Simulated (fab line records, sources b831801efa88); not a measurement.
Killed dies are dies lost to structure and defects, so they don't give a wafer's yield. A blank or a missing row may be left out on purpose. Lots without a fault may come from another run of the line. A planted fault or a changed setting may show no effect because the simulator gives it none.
A struck lot beside a sound one | flow sfq_line | 42 steps out of a route of 325
Sound: wafers L871.2, L871.3, L871.6. Struck: wafer L873.2. (L873.3, L873.5 of the same lot were not struck and are left out.) The cause comes at the end.
At each step with rows: each side's tool, then ch and its chambers, then its first start. Under that, the readings that differ: sound wafers | struck wafers | difference of the means | sigmas: that difference in standard deviations of wafers without a fault.
alike: readings whose means differ by less than 2 such deviations, and words and numbers that are the same on both sides. not compared: withheld readings, readings that some wafer has no value for, bounds like >300 that may hide the same value, and numbers for which the record gives no deviation and whose values overlap.
The two part at a step that has a row with sigmas, a row that says differs or no value, or rows on one side only. Numbers that don't overlap but have no deviation are shown without sigmas and don't part them. A reading that every wafer of one side lacks parts them only if that side has two wafers or more.

first, 6 steps without rows for these wafers: SFQ_TRILAYER_M4_LITHO_COAT_098 (resist thk 62 nm); SFQ_TRILAYER_M4_LITHO_COAT_093 (resist thk 600 nm); SFQ_TRILAYER_M4_LITHO_SOFTBAKE_097; SFQ_TRILAYER_M4_LITHO_EXPOSE_094 (exposes mask M4, target cd 500 nm); SFQ_TRILAYER_M4_LITHO_PEB_096 (peb time 60 s); SFQ_TRILAYER_M4_LITHO_DEVELOP_095 (time 60 s).
SFQ_M4_OVL_MEAS_926:
  sound on overlay-01, day 54 02:03; struck on overlay-01, day 55 09:23
  alike: M4_OVL
then, 5 steps without rows for these wafers: SFQ_TRILAYER_M4_BARC_OPEN_METAL_ETCH_123 (etches BARC in O2, target depth 125 nm, time 41.7 s); SFQ_TRILAYER_M4_ETCH_METAL_ETCH_096 (etches Nb in Cl2/Ar, stops on SiO2, target depth 240 nm, time 120 s); SFQ_TRILAYER_M4_STRIP_STRIP_097 (strips in O2); SFQ_TRILAYER_M4_STRIP_SOLV_CLEAN_098 (cleans in NMP, time 600 s); SFQ_TRILAYER_I4_DEP_PECVD_099 (deposits SiO2 from SiH4/N2O, time 111.11 s, target thk 500 nm).
SFQ_TRILAYER_I4_CMP_CMP_100: polishes SiO2.
  sound on cmp-01 ch 0,3, day 54 03:54; struck on cmp-01 ch 1, day 55 11:00
  reading                                             | sound             | struck | difference | sigmas
  model.SiO2_of_TRILAYER_I4_DEP_PECVD_099.thk_nm (nm) | 200.8 201.9 199.6 | 179.9  | -20.9      |
  alike: motor_current_A, time_to_endpoint_s
SFQ_I4_BOW_MEAS_927:
  sound on film_metro-01, day 54 06:55; struck on film_metro-04, day 55 13:31
  alike: I4_BOW
SFQ_TRILAYER_I4_METRO_MEASURE_101:
  sound on film_metro-01, day 54 07:13; struck on film_metro-04, day 55 13:49
  reading     | sound             | struck | difference | sigmas
  thk_nm (nm) | 200.9 201.7 199.6 | 179.8  | -20.9      | -19
then, 6 steps without rows for these wafers: SFQ_TRILAYER_I4_VIA_LITHO_COAT_108 (resist thk 62 nm); SFQ_TRILAYER_I4_VIA_LITHO_COAT_103 (resist thk 650 nm); SFQ_TRILAYER_I4_VIA_LITHO_SOFTBAKE_107; SFQ_TRILAYER_I4_VIA_LITHO_EXPOSE_104 (exposes mask I4, target cd 700 nm); SFQ_TRILAYER_I4_VIA_LITHO_PEB_106 (peb time 60 s); SFQ_TRILAYER_I4_VIA_LITHO_DEVELOP_105 (time 60 s).
-- the record jumps here: 5 days lie between the struck wafers' starts before and after --
SFQ_I4_OVL_MEAS_928:
  sound on overlay-01, day 59 15:18; struck on overlay-02, day 60 15:18
  alike: I4_OVL
then, 1 step without rows for these wafers: SFQ_TRILAYER_I4_VIA_BARC_OPEN_VIA_ETCH_146 (etches BARC in O2, target depth 125 nm, time 41.7 s).
SFQ_TRILAYER_I4_VIA_ETCH_VIA_ETCH_106: etches SiO2 in CHF3, stops on Nb, target depth 260 nm.
  sound on rie_diel-04 ch 1,2, day 59 15:22; struck on rie_diel-04 ch 1, day 60 15:22
  reading                        | sound             | struck | difference | sigmas
  oes_product_au (a.u.)          | 0.860 0.861 0.864 | 0.807  | -0.055     | -11
  model.I4.feature_depth_nm (nm) | 200.8 201.9 199.6 | 179.9  | -20.9      |
  model.etch.depth_nm (nm)       | 200.8 201.9 199.6 | 179.9  | -20.9      |
  alike: drypump_motor_current_A, rf_fwd_power_W
SFQ_TRILAYER_I4_VIA_STRIP_STRIP_107: strips in O2.
  sound on rie_metal-03 ch 0,1, day 59 15:29; struck on rie_metal-01 ch 1, day 60 15:29
  alike: drypump_motor_current_A, oes_product_au
  not compared: rf_hours_counter_h
then, 2 steps without rows for these wafers: SFQ_TRILAYER_I4_VIA_STRIP_SOLV_CLEAN_108 (cleans in NMP, time 600 s); SFQ_TRILAYER_JJ_TRILAYER_DEP_PRE_CLEAN_113 (time 22.5 s).
SFQ_TRILAYER_JJ_TRILAYER_DEP_SPUTTER_109: material Nb, target thk 150 nm, time 100 s.
  sound on pvd_sputter-03, day 59 16:17; struck on pvd_sputter-04, day 60 16:17
  reading                  | sound                   | struck  | difference | sigmas
  chamber_pressure_pa (Pa) | 0.13345 0.13291 0.13328 | 0.13264 | -0.00057   | -2
  alike: throttle_valve_pct
SFQ_TRILAYER_JJ_TRILAYER_DEP_SPUTTER_110: material Al, target thk 8 nm, time 10 s.
  sound on pvd_sputter-03, day 59 16:22; struck on pvd_sputter-04, day 60 16:22
  alike: chamber_pressure_pa, throttle_valve_pct
then, 2 steps without rows for these wafers: SFQ_TRILAYER_JJ_TRILAYER_DEP_AL_OXIDATION_111 (oxidation time 600 s); SFQ_TRILAYER_JJ_TRILAYER_DEP_SPUTTER_112 (material Nb, target thk 170 nm, time 113.3 s).
SFQ_JJ_RS_MEAS_929: measures by four-point-probe.
  sound on film_metro-02, day 59 17:29; struck on film_metro-03, day 60 17:29
  alike: JJ_NB_RS
then, 6 steps without rows for these wafers: SFQ_TRILAYER_JJ_CE_LITHO_COAT_119 (resist thk 62 nm); SFQ_TRILAYER_JJ_CE_LITHO_COAT_114 (resist thk 600 nm); SFQ_TRILAYER_JJ_CE_LITHO_SOFTBAKE_118; SFQ_TRILAYER_JJ_CE_LITHO_EXPOSE_115 (exposes mask J5, target cd 700 nm); SFQ_TRILAYER_JJ_CE_LITHO_PEB_117 (peb time 60 s); SFQ_TRILAYER_JJ_CE_LITHO_DEVELOP_116 (time 60 s).
-- the record jumps here: 4 days lie between the struck wafers' starts before and after --
SFQ_JJ_OVL_MEAS_931:
  sound on overlay-01, day 59 19:54; struck on overlay-02, day 65 01:16
  alike: J5_OVL
SFQ_TRILAYER_JJ_CE_METRO_MEASURE_117:
  sound on cd_sem-01, day 59 20:08; struck on cd_sem-01, day 65 01:30
  alike: cd_nm
SFQ_TRILAYER_JJ_CE_BARC_OPEN_RIE_150: chemistry O2, target BARC, target depth 240 nm, time 80 s.
  sound on rie_metal-02 ch 1, day 59 21:08; struck on rie_metal-01 ch 0, day 65 02:30
  reading                     | sound       | struck | difference | sigmas
  drypump_motor_current_A (A) | 6.5 6.4 6.5 | 5.4    | -1.1       | -3
  alike: oes_product_au, rf_fwd_power_W
  not compared: rf_hours_counter_h
SFQ_TRILAYER_M5_ETCH_METAL_ETCH_126: etches Nb in Cl2/BCl3, stops on SiO2, time 203.2 s, target depth 265 nm.
  sound on rie_metal-01 ch 0,1, day 60 01:07; struck on rie_metal-04 ch 1, day 65 06:34
  reading                                             | sound             | struck | difference | sigmas
  model.SiO2_of_TRILAYER_I4_DEP_PECVD_099.thk_nm (nm) | 180.9 181.8 179.7 | 160    | -21        |
  alike: drypump_motor_current_A, oes_product_au, rf_fwd_power_W
  not compared: rf_hours_counter_h

WHERE THEY PART
First at SFQ_TRILAYER_I4_METRO_MEASURE_101; last, within this record, at SFQ_TRILAYER_JJ_CE_BARC_OPEN_RIE_150. Later steps at which nothing parts them and some readings are alike: SFQ_TRILAYER_M5_ETCH_METAL_ETCH_126.

WHY: what the simulator had put in
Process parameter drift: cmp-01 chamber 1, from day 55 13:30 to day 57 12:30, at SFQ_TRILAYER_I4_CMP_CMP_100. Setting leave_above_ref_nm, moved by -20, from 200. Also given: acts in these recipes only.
